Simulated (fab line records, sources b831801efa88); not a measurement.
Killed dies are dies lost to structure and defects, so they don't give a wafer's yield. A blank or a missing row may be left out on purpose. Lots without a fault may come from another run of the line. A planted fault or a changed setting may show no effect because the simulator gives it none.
fab line records | flow sky130
record lots=5 wafers=15 last_day=50
route steps=708 shown POLY_CUT@319 SD_P@320 RES_XHIGH@332 SD_N@342 SALICIDE@361
lots that met no fault: from a run of the same line without faults
start_h: hours from the record's first day to the start of the lot's first wafer shown | wait_h: hours since the lot's step before | " the same as in the row above | L1.1+2: a row that stands for several wafers | - no value, or no start given | * or withheld: withheld | < > ~ a bound
route shown NAME@n: a module of which the file shows steps, and the number in the route of the first | usual: mean/standard deviation of fault-free wafers | same: alike in all rows | chamber/n: place in a boat | sites: the reading at each site | _std_site: their standard deviation | _edge_site: outer sites' mean less inner sites' | radius_mm: how far each site lies from the wafer's centre | mask NAME#n: copy n | behind: the tool/chamber that last shaped the wafer | hold: why the lot was held/for how many hours/how that ended | device: the transistor (n, p or np) that didn't switch | end of line: the same wafers' tests at the end of the route | a step without rows: its recipe alone | killed: dies lost to structure and defects at the first sort, not the wafer's yield | map: a wafer's dies, x killed, . not, _ none there
set.NAME: the setting as run; set.NAME@STEP: as run at that earlier step | model.NAME: the simulator's own value behind a step, which no gauge read
lots at some steps of the route; a table a step, a row a wafer
services: from which hour (start_h, from the record's first day; less than 0 if before it) a tool's chamber was out of use, for how many hours, and why
## steps
# step SKY_POLY_CUT_STRIP_12
# recipe chemistry=O2/N2 power_w=1400 pressure_mtorr=1500 platen_temp_c=withheld o2_flow_sccm=3000 n2_flow_sccm=300 overash_fraction=0.5
# usual drypump_motor_current_A=5.8/0.43 oes_product_au=0.452/0.0043 strip_time_to_endpoint_s=5.358/0.018
# columns lot.wafer tool chamber start_h wait_h drypump_motor_current_A oes_product_au rf_hours_counter_h strip_time_to_endpoint_s
L075.1 plasma_asher-03 1 568.22 0.0 6.0 0.457 79 5.356
L075.5 " 1 " " 6.0 0.449 - 5.364
L075.6 " 0 " " 5.1 0.453 - 5.361
L076.1 plasma_asher-04 1 584.72 0.0 5.6 0.451 39 5.386
L076.3 " 0 " " 5.9 0.447 - 5.365
L076.6 " 1 " " 5.7 0.450 - 5.378
L082.1 plasma_asher-01 0 636.17 0.0 6.4 0.453 91 5.360
L082.4 " 0 " " 6.3 0.458 - 5.370
L082.6 " 0 " " 6.4 0.450 - 5.334
L087.2 plasma_asher-01 1 676.62 0.0 5.4 0.447 95 5.360
L087.4 " 1 " " 5.4 0.449 - 5.342
L087.5 " 0 " " 6.4 0.454 - 5.324
L096.2 plasma_asher-01 1 743.12 0.0 5.4 0.451 0 5.345
L096.3 " 1 " " 5.4 0.456 - 5.355
L096.4 " 0 " " 6.3 0.452 - 5.348
# step SKY_SD_P_DEHYDRATE_00
# recipe temp_c=200 time_s=60
# columns lot.wafer tool chamber start_h wait_h
L075.1+5+6 litho_track-01 0 583.15 14.9
L076.1+3+6 litho_track-02 0 598.88 14.1
L082.1+4+6 litho_track-02 0 650.08 13.9
L087.2+4+5 litho_track-02 0 690.26 13.6
L096.2+3+4 litho_track-03 0 757.03 13.9
# step SKY_SD_P_HMDS_01
# recipe prime_time_s=60 prime_temp_c=120
# columns lot.wafer tool chamber start_h wait_h
L075.1+5+6 litho_track-01 0 583.30 0.1
L076.1+3+6 litho_track-02 0 599.03 0.1
L082.1+4+6 litho_track-02 0 650.23 0.1
L087.2+4+5 litho_track-02 0 690.41 0.1
L096.2+3+4 litho_track-03 0 757.18 0.1
# step SKY_SD_P_COAT_02
# recipe resist=NOVOLAK spin_rpm=3000 resist_thk_nm=1140
# columns lot.wafer tool chamber start_h wait_h
L075.1+5+6 litho_track-01 0 583.45 0.1
L076.1+3+6 litho_track-02 0 599.18 0.1
L082.1+4+6 litho_track-02 0 650.38 0.1
L087.2+4+5 litho_track-02 0 690.56 0.1
L096.2+3+4 litho_track-03 0 757.33 0.1
# step SKY_SD_P_SOFTBAKE_03
# recipe temp_c=90 time_s=60 resist=NOVOLAK
# columns lot.wafer tool chamber start_h wait_h
L075.1+5+6 litho_track-01 0 583.60 0.1
L076.1+3+6 litho_track-02 0 599.33 0.1
L082.1+4+6 litho_track-02 0 650.53 0.1
L087.2+4+5 litho_track-02 0 690.71 0.1
L096.2+3+4 litho_track-03 0 757.48 0.1
# step SKY_SD_P_EXPOSE_04
# recipe mask_id=PSDM na=0.6 source_shape=conventional sigma_outer=0.6 polarization=unpolarized target_cd_nm=380 dose_mj=138
# usual exposure_dose_mJ_cm2=139.00/0.14
# columns lot.wafer tool chamber start_h wait_h mask exposure_dose_mJ_cm2
L075.1 iline_stepper-01 0 - - PSDM#0 139.09
L075.5 " 0 " " PSDM#0 138.94
L075.6 " 0 " " PSDM#0 139.01
L076.1 iline_stepper-01 0 - - PSDM#0 138.63
L076.3 " 0 " " PSDM#0 138.81
L076.6 " 0 " " PSDM#0 138.89
L082.1 iline_stepper-01 0 - - PSDM#0 139.03
L082.4 " 0 " " PSDM#0 139.05
L082.6 " 0 " " PSDM#0 139.19
L087.2 iline_stepper-02 0 - - PSDM#0 139.11
L087.4 " 0 " " PSDM#0 139.28
L087.5 " 0 " " PSDM#0 139.34
L096.2 iline_stepper-01 0 - - PSDM#0 138.98
L096.3 " 0 " " PSDM#0 138.82
L096.4 " 0 " " PSDM#0 139.01
# step SKY_SD_P_PEB_05
# recipe temp_c=withheld time_s=* resist=NOVOLAK
# columns lot.wafer tool chamber start_h wait_h
L075.1+5+6 litho_track-03 0 - -
L076.1+3+6 litho_track-03 0 - -
L082.1+4+6 litho_track-03 0 - -
L087.2+4+5 litho_track-01 0 - -
L096.2+3+4 litho_track-03 0 - -
# step SKY_SD_P_DEVELOP_06
# recipe resist=NOVOLAK developer=TMAH develop_time_s=60 dev_temp_c=23.7
# columns lot.wafer tool chamber start_h wait_h
L075.1+5+6 litho_track-03 0 598.70 0.1
L076.1+3+6 litho_track-03 0 614.60 0.1
L082.1+4+6 litho_track-03 0 664.80 0.1
L087.2+4+5 litho_track-01 0 704.92 0.1
L096.2+3+4 litho_track-03 0 771.53 0.1
# step SKY_SD_P_CD_MEAS_07
# recipe target_cd_nm=380
# usual cd_nm=379.2/2.7
# columns lot.wafer tool chamber start_h wait_h cd_nm
L075.1 cd_sem-01 - 598.85 0.1 381.7
L075.5 " - " " 380.9
L075.6 " - " " 381.5
L076.1 cd_sem-02 - 614.75 0.1 379.8
L076.3 " - " " 379.2
L076.6 " - " " 375.7
L082.1 cd_sem-02 - 664.95 0.1 376.2
L082.4 " - " " 378.3
L082.6 " - " " 379.5
L087.2 cd_sem-01 - 705.07 0.1 379.8
L087.4 " - " " 380.6
L087.5 " - " " 384.6
L096.2 cd_sem-01 - 771.67 0.1 379.4
L096.3 " - " " 375.7
L096.4 " - " " 377.8
# step SKY_SD_P_OVL_MEAS_08
# usual SD_P_OVL=1.3/1.3
# columns lot.wafer tool chamber start_h wait_h SD_P_OVL[nm]
L075.1 overlay-02 - 598.97 0.1 2.1
L075.5 " - " " 4.0
L075.6 " - " " 2.0
L076.1 overlay-01 - 614.87 0.1 -2.4
L076.3 " - " " -0.1
L076.6 " - " " 1.2
L082.1 overlay-02 - 665.07 0.1 -1.5
L082.4 " - " " -0.2
L082.6 " - " " 1.3
L087.2 overlay-01 - 705.17 0.1 1.2
L087.4 " - " " -0.4
L087.5 " - " " 0.6
L096.2 overlay-01 - 771.78 0.1 -0.1
L096.3 " - " " -0.3
L096.4 " - " " 1.8
# step SKY_SD_P_IMPLANT_09
# recipe species=BF2 energy_kev=20 dose_cm2=3e+15 tilt_deg=0
# usual beam_on_s=14.5/1.2 faraday_current_uA=11383/860
# columns lot.wafer tool chamber start_h wait_h beam_on_s faraday_current_uA
L075.1 implanter-02 0 599.01 0.0 13.2 12408
L075.5 " 0 " " 13.5 12167
L075.6 " 0 " " 13.3 12280
L076.1 implanter-02 0 614.91 0.0 13.1 12428
L076.3 " 0 " " 13.7 12027
L076.6 " 0 " " 13.3 12292
L082.1 implanter-01 0 665.11 0.0 16.4 10116
L082.4 " 0 " " 16.0 10252
L082.6 " 0 " " 15.7 10471
L087.2 implanter-03 0 705.23 0.0 14.3 11512
L087.4 " 0 " " 14.1 11693
L087.5 " 0 " " 14.3 11406
L096.2 implanter-01 0 771.83 0.0 15.9 10321
L096.3 " 0 " " 15.9 10325
L096.4 " 0 " " 16.1 10207
# step SKY_SD_P_STRIP_10
# recipe chemistry=O2/N2 power_w=1400 pressure_mtorr=1500 platen_temp_c=withheld o2_flow_sccm=3000 n2_flow_sccm=300 overash_fraction=0.5
# usual drypump_motor_current_A=5.7/0.45 oes_product_au=0.617/0.0045 strip_time_to_endpoint_s=17.49/0.045
# columns lot.wafer tool chamber start_h wait_h drypump_motor_current_A oes_product_au rf_hours_counter_h strip_time_to_endpoint_s
L075.1 plasma_asher-02 1 599.16 0.1 5.7 0.610 17 17.52
L075.5 " 0 " " 5.6 0.612 - 17.49
L075.6 " 1 " " 5.7 0.618 - 17.52
L076.1 plasma_asher-03 1 615.06 0.1 6.0 0.623 83 17.54
L076.3 " 1 " " 6.0 0.612 - 17.50
L076.6 " 0 " " 5.0 0.615 - 17.51
L082.1 plasma_asher-01 1 665.26 0.1 5.4 0.623 93 17.54
L082.4 " 0 " " 6.4 0.627 - 17.58
L082.6 " 1 " " 5.4 0.622 - 17.51
L087.2 plasma_asher-03 1 705.35 0.1 6.0 0.615 92 17.56
L087.4 " 0 " " 5.0 0.621 - 17.57
L087.5 " 1 " " 6.0 0.613 - 17.58
L096.2 plasma_asher-01 1 771.96 0.1 5.4 0.618 3 17.50
L096.3 " 1 " " 5.4 0.620 - 17.54
L096.4 " 0 " " 6.4 0.618 - 17.47
# step SKY_SD_P_TW_MEAS_11
# usual SD_P_TW=2841/35
# columns lot.wafer tool chamber start_h wait_h SD_P_TW
L075.1 film_metro-01 - 599.26 0.1 2769
L075.5 " - " " 2777
L075.6 " - " " 2791
L076.1 film_metro-03 - 615.16 0.1 2865
L076.3 " - " " 2862
L076.6 " - " " 2855
L082.1 film_metro-03 - 665.36 0.1 2857
L082.4 " - " " 2845
L082.6 " - " " 2836
L087.2 film_metro-01 - 705.46 0.1 2798
L087.4 " - " " 2797
L087.5 " - " " 2790
L096.2 film_metro-01 - 772.07 0.1 2797
L096.3 " - " " 2802
L096.4 " - " " 2795
# step SKY_RES_XHIGH_DEHYDRATE_00
# recipe temp_c=200 time_s=60
# columns lot.wafer tool chamber start_h wait_h
L075.1+5+6 litho_track-01 0 614.45 15.2
L076.1+3+6 litho_track-01 0 629.55 14.4
L082.1+4+6 litho_track-04 0 678.43 13.1
L087.2+4+5 litho_track-04 0 719.10 13.6
L096.2+3+4 litho_track-04 0 784.90 12.8
# step SKY_RES_XHIGH_HMDS_01
# recipe prime_time_s=60 prime_temp_c=120
# columns lot.wafer tool chamber start_h wait_h
L075.1+5+6 litho_track-01 0 614.60 0.1
L076.1+3+6 litho_track-01 0 629.70 0.1
L082.1+4+6 litho_track-04 0 678.58 0.1
L087.2+4+5 litho_track-04 0 719.25 0.1
L096.2+3+4 litho_track-04 0 785.05 0.1
# step SKY_RES_XHIGH_COAT_02
# recipe resist=NOVOLAK spin_rpm=3000 resist_thk_nm=1140
# columns lot.wafer tool chamber start_h wait_h
L075.1+5+6 litho_track-01 0 614.75 0.1
L076.1+3+6 litho_track-01 0 629.85 0.1
L082.1+4+6 litho_track-04 0 678.73 0.1
L087.2+4+5 litho_track-04 0 719.40 0.1
L096.2+3+4 litho_track-04 0 785.20 0.1
# step SKY_RES_XHIGH_SOFTBAKE_03
# recipe temp_c=90 time_s=60 resist=NOVOLAK
# columns lot.wafer tool chamber start_h wait_h
L075.1+5+6 litho_track-01 0 614.90 0.1
L076.1+3+6 litho_track-01 0 630.00 0.1
L082.1+4+6 litho_track-04 0 678.88 0.1
L087.2+4+5 litho_track-04 0 719.55 0.1
L096.2+3+4 litho_track-04 0 785.35 0.1
# step SKY_RES_XHIGH_EXPOSE_04
# recipe mask_id=URPM na=0.6 source_shape=conventional sigma_outer=0.6 polarization=unpolarized target_cd_nm=1270 dose_mj=140
# usual exposure_dose_mJ_cm2=140.01/0.15
# columns lot.wafer tool chamber start_h wait_h mask exposure_dose_mJ_cm2
L075.1 iline_stepper-01 0 - - URPM#0 140.10
L075.5 " 0 " " URPM#0 140.07
L075.6 " 0 " " URPM#0 139.96
L076.1 iline_stepper-01 0 - - URPM#0 139.65
L076.3 " 0 " " URPM#0 139.81
L076.6 " 0 " " URPM#0 139.74
L082.1 iline_stepper-01 0 - - URPM#0 139.87
L082.4 " 0 " " URPM#0 139.99
L082.6 " 0 " " URPM#0 139.99
L087.2 iline_stepper-01 0 - - URPM#0 139.91
L087.4 " 0 " " URPM#0 140.30
L087.5 " 0 " " URPM#0 139.98
L096.2 iline_stepper-02 0 - - URPM#0 139.88
L096.3 " 0 " " URPM#0 139.96
L096.4 " 0 " " URPM#0 140.05
# step SKY_RES_XHIGH_PEB_05
# recipe temp_c=withheld time_s=* resist=NOVOLAK
# columns lot.wafer tool chamber start_h wait_h
L075.1+5+6 litho_track-04 0 - -
L076.1+3+6 litho_track-03 0 - -
L082.1+4+6 litho_track-03 0 - -
L087.2+4+5 litho_track-04 0 - -
L096.2+3+4 litho_track-01 0 - -
# step SKY_RES_XHIGH_DEVELOP_06
# recipe resist=NOVOLAK developer=TMAH develop_time_s=60 dev_temp_c=23.47
# columns lot.wafer tool chamber start_h wait_h
L075.1+5+6 litho_track-04 0 630.08 0.1
L076.1+3+6 litho_track-03 0 644.10 0.1
L082.1+4+6 litho_track-03 0 693.25 0.1
L087.2+4+5 litho_track-04 0 733.15 0.1
L096.2+3+4 litho_track-01 0 798.87 0.1
# step SKY_RES_XHIGH_IMPLANT_07
# recipe species=BF2 energy_kev=20 dose_cm2=3.6e+14 tilt_deg=0
# usual beam_on_s=37.5/1.1 faraday_current_uA=541/16
# columns lot.wafer tool chamber start_h wait_h beam_on_s faraday_current_uA
L075.1 implanter-04 0 630.23 0.1 36.4 559
L075.5 " 0 " " 37.0 549
L075.6 " 0 " " 37.8 537
L076.1 implanter-04 0 644.25 0.1 36.0 564
L076.3 " 0 " " 36.3 561
L076.6 " 0 " " 36.4 554
L082.1 implanter-03 0 693.40 0.1 39.5 512
L082.4 " 0 " " 37.2 544
L082.6 " 0 " " 39.1 520
L087.2 implanter-03 0 733.30 0.1 39.6 513
L087.4 " 0 " " 39.1 518
L087.5 " 0 " " 37.9 536
L096.2 implanter-03 0 799.02 0.1 38.9 518
L096.3 " 0 " " 39.5 514
L096.4 " 0 " " 38.1 532
# step SKY_RES_XHIGH_STRIP_08
# recipe chemistry=O2/N2 power_w=1400 pressure_mtorr=1500 platen_temp_c=withheld o2_flow_sccm=3000 n2_flow_sccm=300 overash_fraction=0.5
# usual drypump_motor_current_A=5.78/0.3 oes_product_au=0.711/0.004 strip_time_to_endpoint_s=14.28/0.042
# columns lot.wafer tool chamber start_h wait_h drypump_motor_current_A oes_product_au rf_hours_counter_h strip_time_to_endpoint_s
L075.1 plasma_asher-04 0 630.38 0.1 5.96 0.704 44 14.20
L075.5 " 0 " " 5.97 0.718 - 14.25
L075.6 " 1 " " 5.67 0.711 - 14.21
L076.1 plasma_asher-02 1 644.40 0.1 5.80 0.718 21 14.21
L076.3 " 1 " " 5.74 0.709 - 14.30
L076.6 " 0 " " 5.60 0.711 - 14.24
L082.1 plasma_asher-01 0 693.55 0.1 6.35 0.711 96 14.34
L082.4 " 1 " " 5.44 0.712 - 14.34
L082.6 " 1 " " 5.45 0.714 - 14.33
L087.2 plasma_asher-01 0 733.43 0.1 6.36 0.707 100 14.26
L087.4 " 1 " " 5.40 0.711 - 14.26
L087.5 " 0 " " 6.35 0.708 - 14.30
L096.2 plasma_asher-01 1 799.15 0.1 5.42 0.706 5 14.21
L096.3 " 1 " " 5.42 0.710 - 14.24
L096.4 " 0 " " 6.34 0.704 - 14.22
# step SKY_RES_XHIGH_TW_MEAS_09
# usual RES_XHIGH_TW=1650/23
# columns lot.wafer tool chamber start_h wait_h RES_XHIGH_TW
L075.1 film_metro-04 - 630.48 0.1 1659
L075.5 " - " " 1668
L075.6 " - " " 1665
L076.1 film_metro-04 - 644.50 0.1 1675
L076.3 " - " " 1671
L076.6 " - " " 1667
L082.1 film_metro-03 - 693.65 0.1 1661
L082.4 " - " " 1665
L082.6 " - " " 1662
L087.2 film_metro-03 - 733.54 0.1 1678
L087.4 " - " " 1668
L087.5 " - " " 1672
L096.2 film_metro-01 - 799.26 0.1 1614
L096.3 " - " " 1605
L096.4 " - " " 1610
# step SKY_SD_N_DEHYDRATE_00
# recipe temp_c=200 time_s=60
# columns lot.wafer tool chamber start_h wait_h
L075.1+5+6 litho_track-04 0 644.28 13.8
L076.1+3+6 litho_track-01 0 658.85 14.3
L082.1+4+6 litho_track-04 0 707.08 13.4
L087.2+4+5 litho_track-04 0 746.95 13.4
L096.2+3+4 litho_track-01 0 812.37 13.1
# step SKY_SD_N_HMDS_01
# recipe prime_time_s=60 prime_temp_c=120
# columns lot.wafer tool chamber start_h wait_h
L075.1+5+6 litho_track-04 0 644.43 0.1
L076.1+3+6 litho_track-01 0 659.00 0.1
L082.1+4+6 litho_track-04 0 707.23 0.1
L087.2+4+5 litho_track-04 0 747.10 0.1
L096.2+3+4 litho_track-01 0 812.52 0.1
# step SKY_SD_N_COAT_02
# recipe resist=NOVOLAK spin_rpm=3000 resist_thk_nm=1140
# columns lot.wafer tool chamber start_h wait_h
L075.1+5+6 litho_track-04 0 644.58 0.1
L076.1+3+6 litho_track-01 0 659.15 0.1
L082.1+4+6 litho_track-04 0 707.38 0.1
L087.2+4+5 litho_track-04 0 747.25 0.1
L096.2+3+4 litho_track-01 0 812.67 0.1
# step SKY_SD_N_SOFTBAKE_03
# recipe temp_c=90 time_s=60 resist=NOVOLAK
# columns lot.wafer tool chamber start_h wait_h
L075.1+5+6 litho_track-04 0 644.73 0.1
L076.1+3+6 litho_track-01 0 659.30 0.1
L082.1+4+6 litho_track-04 0 707.53 0.1
L087.2+4+5 litho_track-04 0 747.40 0.1
L096.2+3+4 litho_track-01 0 812.82 0.1
# step SKY_SD_N_EXPOSE_04
# recipe mask_id=NSDM na=0.6 source_shape=conventional sigma_outer=0.6 polarization=unpolarized target_cd_nm=380 dose_mj=141
# usual exposure_dose_mJ_cm2=140.92/0.14
# columns lot.wafer tool chamber start_h wait_h mask exposure_dose_mJ_cm2
L075.1 iline_stepper-02 0 - - NSDM#0 140.88
L075.5 " 0 " " NSDM#0 140.84
L075.6 " 0 " " NSDM#0 140.93
L076.1 iline_stepper-02 0 - - NSDM#0 141.14
L076.3 " 0 " " NSDM#0 140.95
L076.6 " 0 " " NSDM#0 141.17
L082.1 iline_stepper-02 0 - - NSDM#0 141.04
L082.4 " 0 " " NSDM#0 141.14
L082.6 " 0 " " NSDM#0 141.03
L087.2 iline_stepper-02 0 - - NSDM#0 141.10
L087.4 " 0 " " NSDM#0 141.14
L087.5 " 0 " " NSDM#0 140.89
L096.2 iline_stepper-02 0 - - NSDM#0 141.03
L096.3 " 0 " " NSDM#0 140.98
L096.4 " 0 " " NSDM#0 140.83
# step SKY_SD_N_PEB_05
# recipe temp_c=withheld time_s=* resist=NOVOLAK
# columns lot.wafer tool chamber start_h wait_h
L075.1+5+6 litho_track-04 0 - -
L076.1+3+6 litho_track-04 0 - -
L082.1+4+6 litho_track-01 0 - -
L087.2+4+5 litho_track-01 0 - -
L096.2+3+4 litho_track-01 0 - -
# step SKY_SD_N_DEVELOP_06
# recipe resist=NOVOLAK developer=TMAH develop_time_s=60 dev_temp_c=23
# columns lot.wafer tool chamber start_h wait_h
L075.1+5+6 litho_track-04 0 659.43 0.1
L076.1+3+6 litho_track-04 0 673.08 0.1
L082.1+4+6 litho_track-01 0 721.45 0.1
L087.2+4+5 litho_track-01 0 761.42 0.1
L096.2+3+4 litho_track-01 0 826.17 0.1
# step SKY_SD_N_CD_MEAS_07
# recipe target_cd_nm=380
# usual cd_nm=380.3/2.9
# columns lot.wafer tool chamber start_h wait_h cd_nm
L075.1 cd_sem-01 - 659.58 0.1 379.5
L075.5 " - " " 379.7
L075.6 " - " " 382.5
L076.1 cd_sem-01 - 673.23 0.1 379.4
L076.3 " - " " 379.1
L076.6 " - " " 378.0
L082.1 cd_sem-02 - 721.60 0.1 384.3
L082.4 " - " " 382.8
L082.6 " - " " 384.3
L087.2 cd_sem-02 - 761.57 0.1 381.8
L087.4 " - " " 383.8
L087.5 " - " " 383.5
L096.2 cd_sem-02 - 826.32 0.1 379.5
L096.3 " - " " 376.3
L096.4 " - " " 379.1
# step SKY_SD_N_OVL_MEAS_08
# usual SD_N_OVL=1.0/1.5
# columns lot.wafer tool chamber start_h wait_h SD_N_OVL[nm]
L075.1 overlay-01 - 659.70 0.1 1.6
L075.5 " - " " 1.5
L075.6 " - " " 0.8
L076.1 overlay-02 - 673.35 0.1 -0.6
L076.3 " - " " 2.1
L076.6 " - " " -0.6
L082.1 overlay-01 - 721.72 0.1 0.7
L082.4 " - " " 1.0
L082.6 " - " " 0.1
L087.2 overlay-02 - 761.67 0.1 0.1
L087.4 " - " " -0.7
L087.5 " - " " 1.5
L096.2 overlay-02 - 826.42 0.1 -1.2
L096.3 " - " " -0.6
L096.4 " - " " 1.0
# step SKY_SD_N_IMPLANT_09
# recipe species=As energy_kev=50 dose_cm2=4e+15 tilt_deg=0
# usual beam_on_s=18.8/1.8 faraday_current_uA=11750/1000
# columns lot.wafer tool chamber start_h wait_h beam_on_s faraday_current_uA
L075.1 implanter-04 0 659.73 0.0 17.3 12661
L075.5 " 0 " " 17.4 12513
L075.6 " 0 " " 17.1 12784
L076.1 implanter-01 0 673.38 0.0 21.0 10525
L076.3 " 0 " " 21.3 10290
L076.6 " 0 " " 21.3 10337
L082.1 implanter-04 0 721.75 0.0 17.5 12481
L082.4 " 0 " " 16.6 13077
L082.6 " 0 " " 17.0 12835
L087.2 implanter-04 0 761.73 0.0 17.2 12746
L087.4 " 0 " " 17.2 12694
L087.5 " 0 " " 17.8 12291
L096.2 implanter-02 0 826.48 0.0 17.0 12829
L096.3 " 0 " " 17.3 12641
L096.4 " 0 " " 17.4 12541
# step SKY_SD_N_IMPLANT_10
# recipe species=P energy_kev=20 dose_cm2=1e+14 tilt_deg=0
# usual beam_on_s=11.1/1.1 faraday_current_uA=513/46
# columns lot.wafer tool chamber start_h wait_h beam_on_s faraday_current_uA
L075.1 implanter-04 0 659.88 0.1 10.3 545
L075.5 " 0 " " 9.7 575
L075.6 " 0 " " 10.6 533
L076.1 implanter-01 0 673.53 0.1 13.1 433
L076.3 " 0 " " 12.5 451
L076.6 " 0 " " 12.6 446
L082.1 implanter-04 0 721.90 0.1 10.4 541
L082.4 " 0 " " 10.3 546
L082.6 " 0 " " 10.4 545
L087.2 implanter-04 0 761.88 0.1 10.0 560
L087.4 " 0 " " 10.3 549
L087.5 " 0 " " 10.0 561
L096.2 implanter-02 0 826.63 0.1 10.3 543
L096.3 " 0 " " 10.3 541
L096.4 " 0 " " 10.0 562
# step SKY_SD_N_STRIP_11
# recipe chemistry=O2/N2 power_w=1400 pressure_mtorr=1500 platen_temp_c=withheld o2_flow_sccm=3000 n2_flow_sccm=300 overash_fraction=0.5
# usual drypump_motor_current_A=5.7/0.32 oes_product_au=0.528/0.0047 strip_time_to_endpoint_s=22.57/0.043
# columns lot.wafer tool chamber start_h wait_h drypump_motor_current_A oes_product_au rf_hours_counter_h strip_time_to_endpoint_s
L075.1 plasma_asher-03 0 660.03 0.1 5.1 0.528 88 22.62
L075.5 " 1 " " 6.0 0.529 - 22.60
L075.6 " 0 " " 5.0 0.530 - 22.57
L076.1 plasma_asher-04 1 673.68 0.1 5.7 0.531 48 22.49
L076.3 " 1 " " 5.6 0.525 - 22.51
L076.6 " 1 " " 5.7 0.528 - 22.49
L082.1 plasma_asher-04 1 722.05 0.1 5.7 0.524 53 22.54
L082.4 " 1 " " 5.7 0.542 - 22.57
L082.6 " 1 " " 5.7 0.535 - 22.53
L087.2 plasma_asher-02 1 762.00 0.1 5.8 0.531 33 22.61
L087.4 " 0 " " 5.6 0.522 - 22.60
L087.5 " 0 " " 5.6 0.521 - 22.57
L096.2 plasma_asher-03 1 826.75 0.1 6.0 0.527 104 22.69
L096.3 " 1 " " 6.0 0.537 - 22.66
L096.4 " 0 " " 5.1 0.528 - 22.65
# step SKY_SD_N_TW_MEAS_12
# usual SD_N_TW=3997/50
# columns lot.wafer tool chamber start_h wait_h SD_N_TW
L075.1 film_metro-04 - 660.13 0.1 4027
L075.5 " - " " 4009
L075.6 " - " " 4015
L076.1 film_metro-03 - 673.78 0.1 4031
L076.3 " - " " 4040
L076.6 " - " " 4060
L082.1 film_metro-04 - 722.15 0.1 4016
L082.4 " - " " 4035
L082.6 " - " " 4029
L087.2 film_metro-01 - 762.11 0.1 3948
L087.4 " - " " 3926
L087.5 " - " " 3924
L096.2 film_metro-03 - 826.86 0.1 4066
L096.3 " - " " 4065
L096.4 " - " " 4085
# step SKY_SD_N_CLEAN_13
# recipe chemistry=SC1/SC2 mix=1:4:20 temp_c=70 time_s=150 dry=n2_spin
# columns lot.wafer tool chamber start_h wait_h
L075.1+5+6 wet_bench-04 2 660.19 0.1
L076.1+3+6 wet_bench-04 3 673.84 0.1
L082.1+4+6 wet_bench-02 0 722.21 0.1
L087.2+4+5 wet_bench-03 0 762.16 0.0
L096.2+3+4 wet_bench-02 1 826.91 0.0
# step SKY_SD_N_RTA_14
# recipe temp_c=1075 time_s=2 idle_temp_c=650 ramp_up_c_per_s=150 ramp_down_c_per_s=90 ambient=N2
# usual lamp_power_pct=15.73/0.054 wafer_temp_C_max=1078.1/1.3
# columns lot.wafer tool chamber start_h wait_h lamp_power_pct wafer_temp_C_max
L075.1 rtp_anneal-02 0 660.24 0.0 15.71 1077.9
L075.5 " 0 " " 15.72 1077.1
L075.6 " 0 " " 15.73 1077.8
L076.1 rtp_anneal-01 0 673.89 0.0 15.77 1077.1
L076.3 " 0 " " 15.79 1078.0
L076.6 " 0 " " 15.76 1078.4
L082.1 rtp_anneal-01 0 722.26 0.0 15.76 1079.8
L082.4 " 0 " " 15.81 1076.5
L082.6 " 0 " " 15.80 1078.8
L087.2 rtp_anneal-01 0 762.23 0.0 15.67 1077.8
L087.4 " 0 " " 15.63 1076.9
L087.5 " 0 " " 15.80 1079.5
L096.2 rtp_anneal-01 0 826.97 0.0 15.67 1079.5
L096.3 " 0 " " 15.70 1076.6
L096.4 " 0 " " 15.72 1078.8
# step SKY_SD_N_RS_MEAS_16
# recipe thk_meas_gauge=four-point-probe
# usual SD_N_RS=68.56/0.12
# columns lot.wafer tool chamber start_h wait_h SD_N_RS[ohm/sq]
L075.1 film_metro-03 - 660.42 0.1 68.65
L075.5 " - " " 68.47
L075.6 " - " " 68.49
L076.1 film_metro-01 - 674.07 0.1 68.44
L076.3 " - " " 68.51
L076.6 " - " " 68.56
L082.1 film_metro-03 - 722.43 0.1 68.57
L082.4 " - " " 68.58
L082.6 " - " " 68.78
L087.2 film_metro-04 - 762.41 0.1 68.60
L087.4 " - " " 68.54
L087.5 " - " " 68.61
L096.2 film_metro-01 - 827.16 0.1 68.32
L096.3 " - " " 68.37
L096.4 " - " " 68.46
# step SKY_SD_N_RS_MEAS_17
# recipe thk_meas_gauge=four-point-probe
# usual SD_P_RS=147.1/0.42
# columns lot.wafer tool chamber start_h wait_h SD_P_RS[ohm/sq]
L075.1 film_metro-03 - 660.54 0.1 146.7
L075.5 " - " " 147.0
L075.6 " - " " 147.0
L076.1 film_metro-01 - 674.19 0.1 146.5
L076.3 " - " " 147.1
L076.6 " - " " 146.4
L082.1 film_metro-03 - 722.55 0.1 147.8
L082.4 " - " " 147.7
L082.6 " - " " 147.8
L087.2 film_metro-04 - 762.53 0.1 147.2
L087.4 " - " " 146.8
L087.5 " - " " 147.2
L096.2 film_metro-01 - 827.28 0.1 146.0
L096.3 " - " " 146.7
L096.4 " - " " 146.7
# step SKY_SD_N_RS_MEAS_18
# recipe thk_meas_gauge=four-point-probe
# usual RES_XHIGH_RS=333.4/1.4
# columns lot.wafer tool chamber start_h wait_h RES_XHIGH_RS[ohm/sq]
L075.1 film_metro-03 - 660.66 0.1 332.5
L075.5 " - " " 332.8
L075.6 " - " " 332.2
L076.1 film_metro-01 - 674.31 0.1 332.4
L076.3 " - " " 332.0
L076.6 " - " " 332.6
L082.1 film_metro-03 - 722.67 0.1 333.2
L082.4 " - " " 331.9
L082.6 " - " " 331.8
L087.2 film_metro-04 - 762.65 0.1 332.6
L087.4 " - " " 334.4
L087.5 " - " " 332.8
L096.2 film_metro-01 - 827.40 0.1 334.7
L096.3 " - " " 334.5
L096.4 " - " " 334.5
# step SKY_SALICIDE_CLEAN_00
# recipe chemistry=HF-last time_s=30 dilution=100:1 dry=ipa_marangoni
# columns lot.wafer tool chamber start_h wait_h
L075.1+5+6 wet_bench-01 3 660.78 0.1
L076.1+3+6 wet_bench-01 0 674.43 0.1
L082.1+4+6 wet_bench-01 3 722.79 0.1
L087.2+4+5 wet_bench-02 1 762.75 0.1
L096.2+3+4 wet_bench-02 2 827.50 0.1
## services
# columns tool chamber start_h hours kind
iline_stepper-01 - 551.68 2.1 pm
iline_stepper-01 - 556.45 0.8 repair
implanter-03 - 560.25 6.0 repair
implanter-01 - 562.96 8.7 repair
iline_stepper-02 - 568.11 5.8 repair
plasma_asher-01 - 573.90 4.4 repair
plasma_asher-01 - 587.94 4.5 repair
implanter-03 - 589.42 9.1 repair
implanter-02 - 601.50 2.8 repair
iline_stepper-02 - 608.64 1.7 pm
iline_stepper-02 - 613.77 0.7 repair
implanter-01 - 649.98 1.8 repair
iline_stepper-01 - 665.87 1.7 pm
implanter-03 - 677.84 0.7 repair
implanter-03 - 678.38 2.8 repair
implanter-03 - 691.46 1.2 repair
plasma_asher-01 - 710.02 0.7 repair
implanter-01 - 717.67 4.2 pm
implanter-03 - 718.68 3.6 pm
plasma_asher-01 - 733.75 9.0 pm
implanter-01 - 740.00 5.8 repair
implanter-04 - 774.41 1.9 repair
iline_stepper-02 - 797.58 8.3 repair
iline_stepper-02 - 826.81 1.7 pm
## key
fault none
